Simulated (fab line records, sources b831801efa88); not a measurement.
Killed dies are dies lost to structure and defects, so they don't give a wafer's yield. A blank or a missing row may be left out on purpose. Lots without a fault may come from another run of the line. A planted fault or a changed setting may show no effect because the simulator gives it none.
Which tool did it? | flow sky130 | 12 lots, 36 wafers sampled, at 1 step of a route of 708

WHAT THE GAUGES READ, wafer by wafer
SKY_VIA1_OVL_MEAS_13.
lot  | measured     | on         | VIA1_OVL (nm)
L955 | day 34 05:04 | overlay-02 | 1 7 9
L957 | day 34 14:43 | overlay-01 | -10 -9 -6
L958 | day 34 21:43 | overlay-01 | -9 -4 0
L959 | day 35 05:00 | overlay-01 | -3 12 1
L962 | day 36 17:51 | overlay-02 | 8 5 0
L965 | day 37 00:19 | overlay-02 | 3 6 2
L966 | day 37 10:07 | overlay-01 | 9 -4 3
L971 | day 38 22:58 | overlay-02 | 5 11 6
L972 | day 39 09:31 | overlay-01 | 17 -3 15
L975 | day 40 01:55 | overlay-02 | -6 4 -2
L977 | day 40 16:19 | overlay-01 | 12 3 6
L978 | day 40 22:03 | overlay-02 | -5 -7 1

WHICH TOOL RAN EACH LOT (tool, then ch and the chambers of the sampled wafers, then the start)
The record holds no process step before these readings.

WHAT THE TOOLS THEMSELVES READ (means of the sampled wafers that have a number; where no wafer has one, the mark that the record gives instead)
The record holds no such reading with a usual standard deviation.

THE ANSWER, worked out from the rows above alone
Rule: what is usual is taken from the lots themselves. Put in order of their means at a reading, lots are off if they are a third of the lots or fewer, leave a main group of 4 or more, and stand apart from it by a gap of 3 or more times the standard deviation of the main group's means; of several such gaps the widest counts. A main group whose means are all the same, to the digits that the tables above print for the reading, isn't used. A lot without any number at a reading at which 4 lots or more have one is off too. The other lots that the step has rows for count as sound. The gauges are gone through in route order, then the tools' own readings, and for those a lot's mean is taken as printed above. The first step at which some lot is off is used, and at that step the reading that is off furthest; a lot without a number counts as furthest.
No lot is off at any reading shown: from this, nothing can be told.

WHAT THE SIMULATOR HAD PUT IN
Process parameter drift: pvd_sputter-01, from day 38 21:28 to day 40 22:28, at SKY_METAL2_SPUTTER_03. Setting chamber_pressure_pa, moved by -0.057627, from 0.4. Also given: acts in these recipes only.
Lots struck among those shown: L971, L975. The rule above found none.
